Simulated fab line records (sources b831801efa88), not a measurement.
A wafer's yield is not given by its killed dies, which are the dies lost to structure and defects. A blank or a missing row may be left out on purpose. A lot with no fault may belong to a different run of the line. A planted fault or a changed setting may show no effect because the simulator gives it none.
8D (eight disciplines) problem report, filled in by code + flow sky130 + the parts of the form that need people (team, actions taken, sign-off) are left out

== 1. THE ISSUE ==
METAL1_ALCU_RS at SKY_METAL1_RS_MEAS_05 reads a mean of 0.0755 ohm/sq on 4 wafers of 2 lots; wafers without a fault read 0.1263 ohm/sq with a standard deviation of 0.0022. Measured from the usual mean, that is -23 standard deviations.
The step: measures by four-point-probe.
First observed at day 34 17:28: wafer L928.4, on film_metro-02. At this step, 30 wafers from 10 lots have a number in the record. Rule for "out" (also "out of limits"): further than 4 standard deviations from the usual mean. The rest of the wafers with a number are treated as sound.

== 2. WHAT THIS IS AND IS NOT ==
| question                    | is                             | is not                                                                                            |
|-----------------------------|--------------------------------|---------------------------------------------------------------------------------------------------|
| which readings at this step | METAL1_ALCU_RS                 | -                                                                                                 |
| which lots                  | L928, L931                     | L921, L923, L924, L930, L936, L937, L941, L942                                                    |
| which wafers of those lots  | L928.4, L928.5, L928.6, L931.4 | L931.2, L931.3                                                                                    |
| read on which gauges        | film_metro-02, film_metro-03   | film_metro-01                                                                                     |
| when                        | from day 34 17:28              | up to then (9 sound wafers); but 17 sound wafers of L930, L931, L936, L937, L941, L942 came after |

== 3. SUSPECTS, AND WHAT RULES EACH OUT ==
Counting: any tool at a process step up to the reading remains a suspect provided it ran every lot that is out. Sound lots after the first of them don't rule it out here, since some wafers of a struck lot are sound.
- the gauge at SKY_METAL1_RS_MEAS_05 is ruled out. The wafers that are out were read on 2 gauges (film_metro-02, film_metro-03).
- pvd_sputter-02 at SKY_METAL1_SPUTTER_02 (material AlCu, target thk 250 nm, time 13.3 s): kept. Every lot that is out went through it, the first being L928 (day 34 17:19); the last sound lot it ran before that was L924 (day 33 16:03).
Left after counting: pvd_sputter-02 at SKY_METAL1_SPUTTER_02.

== 4. THE CAUSE (what the simulator had put in) ==
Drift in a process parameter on pvd_sputter-02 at SKY_METAL1_SPUTTER_02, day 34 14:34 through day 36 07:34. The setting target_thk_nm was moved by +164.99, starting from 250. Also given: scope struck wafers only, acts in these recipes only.
Only this tool survived the counting.

== 5. THE CHAIN OF EFFECTS, in route order ==
Each row: a reading whose mean over the struck wafers that have a number lies more than 3 standard deviations from the usual. Scope: only readings with a usual standard deviation given in the record; hours: median across lots of the time from each lot's start at the first step in this table that gives one to its start at this step; sigmas: change in usual standard deviations.
| hours | step                     | reading              | usual         | on struck wafers | change  | sigmas |
|-------|--------------------------|----------------------|---------------|------------------|---------|--------|
| 0     | SKY_METAL1_RS_MEAS_05    | METAL1_ALCU_RS       | 0.1263 ohm/sq | 0.0755           | -0.0508 | -23    |
| 0     | SKY_METAL1_THK_MEAS_06   | METAL1_ALCU_THK      | 247 nm        | 406              | +160    | +35    |
| 26    | SKY_METAL1_METAL_ETCH_19 | oes_product_au       | 0.854 a.u.    | 0.997            | +0.143  | +20    |
| 316   | SKY_PAD_OPEN_PROBE_99    | defect_limited_yield | 82.2 %        | 0.0              | -82.2   | -46    |
| 316   | SKY_PAD_OPEN_PROBE_99    | killed_at_M0_to_M3   | 42            | 445              | +403    | +66    |
| 316   | SKY_PAD_OPEN_PROBE_99    | killed_dies          | 87            | 492              | +405    | +46    |
| 316   | SKY_PAD_OPEN_PROBE_99    | killed_on_rim        | 18            | 96               | +78     | +22    |
| 316   | SKY_PAD_OPEN_PROBE_99    | sort_bin_5_function  | 10.7 %        | 93.3             | +82.6   | +59    |
| 316   | SKY_PAD_OPEN_PROBE_99    | sort_n_pass          | 405           | 0                | -405    | -46    |
| 316   | SKY_PAD_OPEN_PROBE_99    | sort_yield_pct       | 82.2 %        | 0.0              | -82.2   | -46    |
It contains these process steps:
- SKY_METAL1_METAL_ETCH_19: etches the open film in Cl2/BCl3, stops on SiO2, target depth 360 nm, time 78 s.
- SKY_PAD_OPEN_PROBE_99
At these later measuring or inspecting steps, every struck wafer for which the step has a row has a number for every such reading, and none has moved that far: SKY_METAL1_CD_MEAS_15.

== 6. WHAT WOULD HAVE CAUGHT IT SOONER ==
Counted from the fault's start at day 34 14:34, it took 3 hours until the first out-of-limits reading at a measuring or inspecting step in this record, taken at day 34 17:28.
No tool reading at SKY_METAL1_SPUTTER_02 that has a usual standard deviation in the record was out on any struck wafer, so an alarm limit of 4 standard deviations on those readings would not have fired.
Of the lots that are out (2), L931 began SKY_METAL1_SPUTTER_02 on pvd_sputter-02 after day 34 17:28. Holding the tool at that time would have saved it.
